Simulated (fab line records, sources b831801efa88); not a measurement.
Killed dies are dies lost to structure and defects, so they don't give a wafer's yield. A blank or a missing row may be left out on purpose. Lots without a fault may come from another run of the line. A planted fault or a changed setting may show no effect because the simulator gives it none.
Which tool did it? | flow sky130 | 24 lots, 72 wafers sampled, at 6 steps of a route of 708

WHAT THE GAUGES READ, wafer by wafer
The record holds no reading of a measuring or inspecting step that can be judged against a usual standard deviation.

WHICH TOOL RAN EACH LOT (tool, then ch and the chambers of the sampled wafers, then the start)
lot  | SKY_FIELD_ISO_ETCH_17           | SKY_VT_ADJUST_HVTR_STRIP_10          | SKY_LI_CONTACT_ETCH_14             | SKY_LI_CONTACT_SPUTTER_19    | SKY_METAL1_SPUTTER_04        | SKY_VIA1_STRIP_16
L074 | rie_si-01 ch 0,1,2, day 2 04:10 | plasma_asher-02 ch 0,1, day 9 13:33  | rie_diel-01 ch 0,1,2, day 29 05:14 | pvd_sputter-03, day 29 05:40 | pvd_sputter-01, day 31 16:16 | plasma_asher-01 ch 0,1, day 34 00:08
L075 | rie_si-02 ch 1,2,3, day 2 10:01 | plasma_asher-03 ch 0,1, day 9 18:09  | rie_diel-02 ch 2,3, day 29 06:24   | pvd_sputter-04, day 29 06:51 | pvd_sputter-01, day 31 18:13 | plasma_asher-01 ch 0,1, day 34 01:05
L076 | rie_si-02 ch 1,2,3, day 2 15:31 | plasma_asher-03 ch 0, day 10 01:34   | rie_diel-03 ch 1,3, day 29 18:50   | pvd_sputter-02, day 29 19:17 | pvd_sputter-04, day 32 05:30 | plasma_asher-03 ch 0, day 34 12:20
L077 | rie_si-02 ch 1,2,3, day 2 20:52 | plasma_asher-03 ch 0,1, day 10 19:25 | rie_diel-03 ch 0,3, day 30 16:01   | pvd_sputter-02, day 30 16:27 | pvd_sputter-01, day 33 02:22 | plasma_asher-04 ch 0, day 35 09:02
L078 | rie_si-02 ch 2,3, day 3 02:10   | plasma_asher-03 ch 0,1, day 11 06:41 | rie_diel-01 ch 0,3, day 31 08:01   | pvd_sputter-02, day 31 08:27 | pvd_sputter-01, day 33 18:59 | plasma_asher-04 ch 0,1, day 36 01:35
L079 | rie_si-02 ch 2,3, day 3 07:16   | plasma_asher-04 ch 0,1, day 11 11:20 | rie_diel-02 ch 0,1,2, day 31 10:46 | pvd_sputter-02, day 31 11:11 | pvd_sputter-04, day 33 22:04 | plasma_asher-01 ch 0,1, day 36 04:47
L080 | rie_si-02 ch 1,2,3, day 3 11:46 | plasma_asher-03 ch 0,1, day 11 13:52 | rie_diel-01 ch 2,3, day 31 14:07   | pvd_sputter-03, day 31 14:32 | pvd_sputter-01, day 34 01:13 | plasma_asher-03 ch 0,1, day 36 07:33
L081 | rie_si-01 ch 0,1,3, day 3 17:10 | plasma_asher-04 ch 1, day 11 21:26   | rie_diel-03 ch 1,2,3, day 32 01:08 | pvd_sputter-02, day 32 01:34 | pvd_sputter-01, day 34 11:32 | plasma_asher-03 ch 0,1, day 36 17:51
L082 | rie_si-02 ch 1,2,3, day 4 02:55 | plasma_asher-03 ch 0,1, day 12 04:19 | rie_diel-02 ch 0,2,3, day 32 12:51 | pvd_sputter-03, day 32 13:17 | pvd_sputter-04, day 34 22:43 | plasma_asher-01 ch 0,1, day 37 03:41
L083 | rie_si-02 ch 1,2,3, day 4 07:28 | plasma_asher-03 ch 1, day 12 16:10   | rie_diel-02 ch 0,1, day 32 18:52   | pvd_sputter-03, day 32 19:18 | pvd_sputter-04, day 35 04:50 | plasma_asher-01 ch 0,1, day 37 11:30
L084 | rie_si-01 ch 0,3, day 4 11:19   | plasma_asher-02 ch 0,1, day 12 18:07 | rie_diel-03 ch 0,1,2, day 32 21:33 | pvd_sputter-03, day 32 21:59 | pvd_sputter-04, day 35 07:23 | plasma_asher-03 ch 1, day 37 12:50
L085 | rie_si-02 ch 0,2,3, day 4 13:52 | plasma_asher-02 ch 0,1, day 12 20:20 | rie_diel-02 ch 0,1,3, day 33 18:17 | pvd_sputter-04, day 33 18:42 | pvd_sputter-04, day 36 03:25 | plasma_asher-04 ch 0,1, day 38 08:46
L086 | rie_si-01 ch 0,1,2, day 4 19:43 | plasma_asher-03 ch 0,1, day 13 09:41 | rie_diel-01 ch 2,3, day 33 20:00   | pvd_sputter-02, day 33 20:26 | pvd_sputter-02, day 36 04:18 | plasma_asher-01 ch 0,1, day 38 09:49
L087 | rie_si-01 ch 0,3, day 5 00:01   | plasma_asher-03 ch 1, day 13 14:17   | rie_diel-01 ch 2,3, day 33 18:45   | pvd_sputter-02, day 33 19:11 | pvd_sputter-01, day 36 03:59 | plasma_asher-04 ch 0,1, day 38 09:26
L088 | rie_si-02 ch 0,2,3, day 5 07:10 | plasma_asher-03 ch 0,1, day 14 01:18 | rie_diel-02 ch 0,1,3, day 34 03:33 | pvd_sputter-03, day 34 03:59 | pvd_sputter-01, day 36 12:19 | plasma_asher-03 ch 0,1, day 38 17:33
L089 | rie_si-02 ch 2,3, day 5 11:13   | plasma_asher-03 ch 0, day 14 07:01   | rie_diel-03 ch 1,2, day 34 04:41   | pvd_sputter-04, day 34 05:08 | pvd_sputter-01, day 36 14:29 | plasma_asher-04 ch 0, day 38 19:35
L090 | rie_si-02 ch 0,2,3, day 5 15:31 | plasma_asher-03 ch 0,1, day 14 13:58 | rie_diel-03 ch 0,1,3, day 34 11:46 | pvd_sputter-04, day 34 12:12 | pvd_sputter-02, day 36 20:37 | plasma_asher-04 ch 0,1, day 39 00:56
L091 | rie_si-01 ch 0,1,3, day 5 21:46 | plasma_asher-04 ch 0,1, day 14 22:27 | rie_diel-01 ch 0,2, day 34 22:04   | pvd_sputter-03, day 34 22:40 | pvd_sputter-01, day 37 06:55 | plasma_asher-04 ch 0,1, day 39 11:20
L092 | rie_si-01 ch 0,1, day 6 03:58   | plasma_asher-04 ch 0,1, day 15 05:30 | rie_diel-01 ch 0,1,2, day 35 02:34 | pvd_sputter-02, day 35 02:59 | pvd_sputter-02, day 37 10:40 | plasma_asher-03 ch 0,1, day 39 15:50
L093 | rie_si-02 ch 0,1,2, day 6 07:58 | plasma_asher-04 ch 0, day 15 06:13   | rie_diel-02 ch 1,3, day 35 06:48   | pvd_sputter-02, day 35 07:31 | pvd_sputter-01, day 37 15:13 | plasma_asher-04 ch 0,1, day 39 18:54
L094 | rie_si-02 ch 1,2, day 6 15:13   | plasma_asher-03 ch 0,1, day 15 22:09 | rie_diel-01 ch 0,2,3, day 35 22:11 | pvd_sputter-03, day 35 22:38 | pvd_sputter-04, day 38 07:02 | plasma_asher-01 ch 0,1, day 40 10:36
L095 | rie_si-02 ch 1,3, day 6 18:37   | plasma_asher-02 ch 0,1, day 16 06:29 | rie_diel-02 ch 0,1,3, day 36 06:11 | pvd_sputter-04, day 36 06:37 | pvd_sputter-01, day 38 13:20 | plasma_asher-03 ch 1, day 40 15:35
L096 | rie_si-02 ch 2,3, day 7 00:37   | plasma_asher-04 ch 0,1, day 16 10:35 | rie_diel-02 ch 1,2,3, day 36 12:04 | pvd_sputter-03, day 36 12:29 | pvd_sputter-04, day 38 20:10 | plasma_asher-04 ch 0,1, day 40 23:02
L097 | rie_si-01 ch 1,2,3, day 7 05:52 | plasma_asher-04 ch 0,1, day 16 15:53 | rie_diel-03 ch 0,2,3, day 36 23:59 | pvd_sputter-03, day 37 00:23 | pvd_sputter-01, day 39 07:09 | plasma_asher-03 ch 0,1, day 41 09:19
- SKY_FIELD_ISO_ETCH_17: etches Si in HBr/Cl2/O2, target depth 342 nm, time 97.7 s.
- SKY_VT_ADJUST_HVTR_STRIP_10: strips in O2/N2.
- SKY_LI_CONTACT_ETCH_14: etches BARC in N2/H2, stops on SiO2, time 45.9 s, target depth 60 nm.
- SKY_LI_CONTACT_SPUTTER_19: material Ti, target thk 20 nm, time 106.37 s.
- SKY_METAL1_SPUTTER_04: material TiN, target thk 70 nm, time 58.3 s.
- SKY_VIA1_STRIP_16: strips in O2/N2.

WHAT THE TOOLS THEMSELVES READ (means of the sampled wafers that have a number; where no wafer has one, the mark that the record gives instead)
SKY_FIELD_ISO_ETCH_17. Usual: drypump_motor_current_A 5.5 A, standard deviation 0.32; oes_product_au 1.004 a.u., standard deviation 0.011; throttle_valve_pct 25.654 %, standard deviation 0.012.
lot  | tool      | drypump_motor_current_A (A) | oes_product_au (a.u.) | throttle_valve_pct (%) | flag
L074 | rie_si-01 | 6.0                         | 0.998                 | 25.665                 |
L075 | rie_si-02 | 5.4                         | 1.005                 | 25.655                 |
L076 | rie_si-02 | 5.4                         | 1.010                 | 25.650                 |
L077 | rie_si-02 | 5.4                         | 1.010                 | 25.652                 |
L078 | rie_si-02 | 5.2                         | 1.007                 | 25.643                 |
L079 | rie_si-02 | 5.3                         | 1.007                 | 25.666                 |
L080 | rie_si-02 | 5.4                         | 1.002                 | 25.636                 |
L081 | rie_si-01 | 5.7                         | 0.984                 | 25.670                 |
L082 | rie_si-02 | 5.4                         | 1.010                 | 25.654                 |
L083 | rie_si-02 | 5.4                         | 1.003                 | 25.649                 |
L084 | rie_si-01 | 5.6                         | 0.984                 | 25.657                 |
L085 | rie_si-02 | 5.3                         | 1.009                 | 25.647                 |
L086 | rie_si-01 | 6.0                         | 0.993                 | 25.663                 |
L087 | rie_si-01 | 5.3                         | 0.998                 | 25.659                 |
L088 | rie_si-02 | 5.3                         | 0.998                 | 25.657                 |
L089 | rie_si-02 | 5.3                         | 1.002                 | 25.652                 |
L090 | rie_si-02 | 5.3                         | 1.003                 | 25.658                 |
L091 | rie_si-01 | 5.7                         | 0.995                 | 25.656                 |
L092 | rie_si-01 | 6.1                         | 1.004                 | 25.652                 |
L093 | rie_si-02 | 5.4                         | 1.006                 | 25.657                 |
L094 | rie_si-02 | 5.4                         | 1.002                 | 25.652                 |
L095 | rie_si-02 | 5.5                         | 1.016                 | 25.640                 |
L096 | rie_si-02 | 5.3                         | 0.998                 | 25.654                 |
L097 | rie_si-01 | 5.7                         | 1.002                 | 25.661                 |

SKY_VT_ADJUST_HVTR_STRIP_10. Usual: drypump_motor_current_A 5.4 A, standard deviation 0.44; o2_flow_sccm 2999 sccm, standard deviation 8.6; oes_product_au 0.715 a.u., standard deviation 0.0045; strip_time_to_endpoint_s 14.17 s, standard deviation 0.041.
lot  | tool            | drypump_motor_current_A (A) | o2_flow_sccm (sccm) | oes_product_au (a.u.) | strip_time_to_endpoint_s (s) | flag
L074 | plasma_asher-02 | 6.1                         | 2996                | 0.715                 | 14.14                        |
L075 | plasma_asher-03 | 5.3                         | 3000                | 0.711                 | 14.16                        |
L076 | plasma_asher-03 | 4.8                         | 3003                | 0.714                 | 14.17                        |
L077 | plasma_asher-03 | 5.3                         | 2999                | 0.717                 | 14.14                        |
L078 | plasma_asher-03 | 5.0                         | 3004                | 0.714                 | 14.19                        |
L079 | plasma_asher-04 | 5.5                         | 3005                | 0.720                 | 14.23                        |
L080 | plasma_asher-03 | 5.0                         | 2995                | 0.715                 | 14.19                        |
L081 | plasma_asher-04 | 5.6                         | 2999                | 0.718                 | 14.17                        |
L082 | plasma_asher-03 | 5.0                         | 3002                | 0.718                 | 14.13                        |
L083 | plasma_asher-03 | 5.5                         | 2992                | 0.715                 | 14.19                        |
L084 | plasma_asher-02 | 6.0                         | 2997                | 0.716                 | 14.21                        |
L085 | plasma_asher-02 | 6.0                         | 2997                | 0.715                 | 14.15                        |
L086 | plasma_asher-03 | 5.0                         | 2995                | 0.720                 | 14.19                        |
L087 | plasma_asher-03 | 5.5                         | 2998                | 0.710                 | 14.11                        |
L088 | plasma_asher-03 | 5.0                         | 3000                | 0.717                 | 14.17                        |
L089 | plasma_asher-03 | 4.8                         | 3005                | 0.717                 | 14.25                        |
L090 | plasma_asher-03 | 5.0                         | 3001                | 0.717                 | 14.20                        |
L091 | plasma_asher-04 | 5.4                         | 2994                | 0.715                 | 14.17                        |
L092 | plasma_asher-04 | 5.4                         | 2997                | 0.714                 | 14.15                        |
L093 | plasma_asher-04 | 5.3                         | 3007                | 0.719                 | 14.21                        |
L094 | plasma_asher-03 | 5.3                         | 3003                | 0.720                 | 14.18                        |
L095 | plasma_asher-02 | 6.1                         | 3003                | 0.713                 | 14.22                        |
L096 | plasma_asher-04 | 5.5                         | 2988                | 0.715                 | 14.18                        |
L097 | plasma_asher-04 | 5.4                         | 2994                | 0.715                 | 14.16                        |

SKY_LI_CONTACT_ETCH_14. Usual: drypump_motor_current_A 5.8 A, standard deviation 0.46; h2_flow_sccm 199.9 sccm, standard deviation 0.56; oes_product_au 0.855 a.u., standard deviation 0.0044; throttle_valve_pct 13.224 %, standard deviation 0.0089.
lot  | tool        | drypump_motor_current_A (A) | h2_flow_sccm (sccm) | oes_product_au (a.u.) | throttle_valve_pct (%) | flag
L074 | rie_diel-01 | 5.8                         | 200.2               | 0.855                 | 13.219                 |
L075 | rie_diel-02 | 5.2                         | 199.7               | 0.857                 | 13.222                 |
L076 | rie_diel-03 | 6.2                         | 200.0               | 0.857                 | 13.225                 |
L077 | rie_diel-03 | 6.4                         | 199.7               | 0.851                 | 13.229                 |
L078 | rie_diel-01 | 5.6                         | 199.7               | 0.852                 | 13.223                 |
L079 | rie_diel-02 | 5.9                         | 200.6               | 0.852                 | 13.221                 |
L080 | rie_diel-01 | 5.7                         | 200.3               | 0.856                 | 13.232                 |
L081 | rie_diel-03 | 6.0                         | 200.2               | 0.854                 | 13.229                 |
L082 | rie_diel-02 | 5.8                         | 199.8               | 0.858                 | 13.221                 |
L083 | rie_diel-02 | 5.8                         | 199.6               | 0.855                 | 13.210                 |
L084 | rie_diel-03 | 6.2                         | 200.6               | 0.856                 | 13.224                 |
L085 | rie_diel-02 | 5.7                         | 200.0               | 0.855                 | 13.226                 |
L086 | rie_diel-01 | 5.9                         | 200.2               | 0.852                 | 13.222                 |
L087 | rie_diel-01 | 5.7                         | 199.2               | 0.852                 | 13.229                 |
L088 | rie_diel-02 | 5.7                         | 199.9               | 0.850                 | 13.221                 |
L089 | rie_diel-03 | 6.2                         | 199.5               | 0.857                 | 13.225                 |
L090 | rie_diel-03 | 6.3                         | 199.8               | 0.854                 | 13.230                 |
L091 | rie_diel-01 | 5.8                         | 199.6               | 0.853                 | 13.226                 |
L092 | rie_diel-01 | 5.8                         | 200.5               | 0.857                 | 13.222                 |
L093 | rie_diel-02 | 5.2                         | 199.4               | 0.850                 | 13.230                 |
L094 | rie_diel-01 | 5.7                         | 199.9               | 0.853                 | 13.221                 |
L095 | rie_diel-02 | 5.7                         | 200.1               | 0.855                 | 13.230                 |
L096 | rie_diel-02 | 5.4                         | 199.7               | 0.856                 | 13.224                 |
L097 | rie_diel-03 | 6.1                         | 200.0               | 0.860                 | 13.225                 |

SKY_LI_CONTACT_SPUTTER_19. Usual: throttle_valve_pct 29.8 %, standard deviation 1.1.
lot  | tool           | throttle_valve_pct (%) | flag
L074 | pvd_sputter-03 | 30.4                   |
L075 | pvd_sputter-04 | 28.8                   |
L076 | pvd_sputter-02 | 29.3                   |
L077 | pvd_sputter-02 | 30.4                   |
L078 | pvd_sputter-02 | 29.0                   |
L079 | pvd_sputter-02 | 29.4                   |
L080 | pvd_sputter-03 | 30.0                   |
L081 | pvd_sputter-02 | 30.0                   |
L082 | pvd_sputter-03 | 30.0                   |
L083 | pvd_sputter-03 | 30.1                   |
L084 | pvd_sputter-03 | 30.0                   |
L085 | pvd_sputter-04 | 28.8                   |
L086 | pvd_sputter-02 | 29.7                   |
L087 | pvd_sputter-02 | 29.0                   |
L088 | pvd_sputter-03 | 30.8                   |
L089 | pvd_sputter-04 | 28.7                   |
L090 | pvd_sputter-04 | 28.7                   |
L091 | pvd_sputter-03 | 29.9                   |
L092 | pvd_sputter-02 | 29.2                   |
L093 | pvd_sputter-02 | 31.0                   |
L094 | pvd_sputter-03 | 30.3                   |
L095 | pvd_sputter-04 | 28.5                   |
L096 | pvd_sputter-03 | 30.8                   |
L097 | pvd_sputter-03 | 29.6                   |

SKY_METAL1_SPUTTER_04. Usual: throttle_valve_pct 29.8 %, standard deviation 1.1.
lot  | tool           | throttle_valve_pct (%) | flag
L074 | pvd_sputter-01 | 30.2                   |
L075 | pvd_sputter-01 | 30.8                   |
L076 | pvd_sputter-04 | 28.9                   |
L077 | pvd_sputter-01 | 30.3                   |
L078 | pvd_sputter-01 | 29.8                   |
L079 | pvd_sputter-04 | 28.9                   |
L080 | pvd_sputter-01 | 30.9                   |
L081 | pvd_sputter-01 | 29.7                   |
L082 | pvd_sputter-04 | 28.6                   |
L083 | pvd_sputter-04 | 28.5                   |
L084 | pvd_sputter-04 | 29.1                   |
L085 | pvd_sputter-04 | 28.4                   |
L086 | pvd_sputter-02 | 30.2                   |
L087 | pvd_sputter-01 | 30.1                   |
L088 | pvd_sputter-01 | 30.2                   |
L089 | pvd_sputter-01 | 30.2                   |
L090 | pvd_sputter-02 | 29.6                   |
L091 | pvd_sputter-01 | 30.4                   |
L092 | pvd_sputter-02 | 28.8                   |
L093 | pvd_sputter-01 | 30.2                   |
L094 | pvd_sputter-04 | 28.1                   |
L095 | pvd_sputter-01 | 30.1                   |
L096 | pvd_sputter-04 | 28.9                   |
L097 | pvd_sputter-01 | 30.9                   |

SKY_VIA1_STRIP_16. Usual: drypump_motor_current_A 5.33 A, standard deviation 0.28; o2_flow_sccm 3002 sccm, standard deviation 9.5; oes_product_au 0.416 a.u., standard deviation 0.0052; strip_time_to_endpoint_s 4.467 s, standard deviation 0.022.
lot  | tool            | drypump_motor_current_A (A) | o2_flow_sccm (sccm) | oes_product_au (a.u.) | strip_time_to_endpoint_s (s) | flag
L074 | plasma_asher-01 | 5.43                        | 3006                | 0.415                 | 4.438                        |
L075 | plasma_asher-01 | 5.42                        | 3000                | 0.414                 | 4.476                        |
L076 | plasma_asher-03 | 4.80                        | 3010                | 0.411                 | 4.465                        |
L077 | plasma_asher-04 | 5.30                        | 3004                | 0.418                 | 4.476                        |
L078 | plasma_asher-04 | 5.52                        | 3002                | 0.417                 | 4.479                        |
L079 | plasma_asher-01 | 5.33                        | 3007                | 0.415                 | 4.471                        |
L080 | plasma_asher-03 | 5.02                        | 2994                | 0.413                 | 4.466                        |
L081 | plasma_asher-03 | 5.28                        | 3015                | 0.418                 | 4.464                        |
L082 | plasma_asher-01 | 5.30                        | 3004                | 0.414                 | 4.437                        |
L083 | plasma_asher-01 | 5.42                        | 3009                | 0.417                 | 4.481                        |
L084 | plasma_asher-03 | 5.52                        | 2998                | 0.413                 | 4.467                        |
L085 | plasma_asher-04 | 5.53                        | 3000                | 0.421                 | 4.460                        |
L086 | plasma_asher-01 | 5.41                        | 3001                | 0.416                 | 4.473                        |
L087 | plasma_asher-04 | 5.52                        | 2994                | 0.411                 | 4.474                        |
L088 | plasma_asher-03 | 5.03                        | 2999                | 0.422                 | 4.456                        |
L089 | plasma_asher-04 | 5.30                        | 2997                | 0.417                 | 4.492                        |
L090 | plasma_asher-04 | 5.52                        | 3000                | 0.414                 | 4.455                        |
L091 | plasma_asher-04 | 5.42                        | 2999                | 0.416                 | 4.462                        |
L092 | plasma_asher-03 | 5.28                        | 3008                | 0.418                 | 4.437                        |
L093 | plasma_asher-04 | 5.52                        | 3004                | 0.416                 | 4.493                        |
L094 | plasma_asher-01 | 5.32                        | 2995                | 0.415                 | 4.461                        |
L095 | plasma_asher-03 | 5.50                        | 3004                | 0.415                 | 4.485                        |
L096 | plasma_asher-04 | 5.42                        | 3002                | 0.417                 | 4.465                        |
L097 | plasma_asher-03 | 5.02                        | 2991                | 0.420                 | 4.448                        |

THE ANSWER, worked out from the rows above alone
Rule: a lot is off if the mean of its wafers that have a number lies more than 3 standard deviations from the usual mean. A lot without any number at a reading at which 4 lots or more have one is off too. The other lots that the step has rows for count as sound. The gauges are gone through in route order, then the tools' own readings, and for those a lot's mean is taken as printed above. The first step at which some lot is off is used, and at that step the reading that is off furthest; a lot without a number counts as furthest.
No lot is off at any reading shown: from this, nothing can be told.

WHAT THE SIMULATOR HAD PUT IN
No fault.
